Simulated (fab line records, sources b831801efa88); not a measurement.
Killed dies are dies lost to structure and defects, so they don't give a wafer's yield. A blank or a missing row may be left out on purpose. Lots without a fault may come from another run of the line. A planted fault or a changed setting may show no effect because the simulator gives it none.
Which tool did it? | flow sky130 | 9 lots, 27 wafers sampled, at 2 steps of a route of 708

WHAT THE GAUGES READ, wafer by wafer
SKY_VIA4_THK_MEAS_20: measures by xrf.
lot  | measured     | on            | VIA4_W_THK (nm)
L133 | day 42 15:05 | film_metro-01 | 507 514 501
L134 | day 43 16:55 | film_metro-03 | 505 497 509
L135 | day 43 17:05 | film_metro-01 | 493 506 491
L136 | day 43 17:31 | film_metro-02 | 512 510 511
L140 | day 45 04:50 | film_metro-01 | 490 511 502
L141 | day 45 09:03 | film_metro-01 | 506 489 485
L144 | day 45 12:03 | film_metro-03 | 491 508 505
L145 | day 46 00:05 | film_metro-02 | 506 508 497
L146 | day 46 10:01 | film_metro-02 | 506 504 494

WHICH TOOL RAN EACH LOT (tool, then ch and the chambers of the sampled wafers, then the start)
lot  | SKY_FIELD_ISO_CVD_03
L133 | lpcvd-02 ch 0, day 1 11:41
L134 | lpcvd-02 ch 1, day 2 09:05
L135 | lpcvd-02 ch 1, day 2 09:05
L136 | lpcvd-02 ch 1, day 2 09:05
L140 | lpcvd-02 ch 1, day 3 00:53
L141 | lpcvd-02 ch 1, day 3 04:56
L144 | lpcvd-02 ch 1, day 3 20:02
L145 | lpcvd-02 ch 1, day 4 00:45
L146 | lpcvd-02 ch 1, day 4 08:02
- SKY_FIELD_ISO_CVD_03: deposits Si3N4 from DCS/NH3, target thk 165 nm, time 2830 s.

THE ANSWER, worked out from the rows above alone
Rule: what is usual is taken from the lots themselves. Put in order of their means at a reading, lots are off if they are a third of the lots or fewer, leave a main group of 4 or more, and stand apart from it by a gap of 3 or more times the standard deviation of the main group's means; of several such gaps the widest counts. A main group whose means are all the same, to the digits that the tables above print for the reading, isn't used. A lot without any number at a reading at which 4 lots or more have one is off too. The other lots that the step has rows for count as sound.
No lot is off at any reading shown: from this, nothing can be told.

WHAT THE SIMULATOR HAD PUT IN
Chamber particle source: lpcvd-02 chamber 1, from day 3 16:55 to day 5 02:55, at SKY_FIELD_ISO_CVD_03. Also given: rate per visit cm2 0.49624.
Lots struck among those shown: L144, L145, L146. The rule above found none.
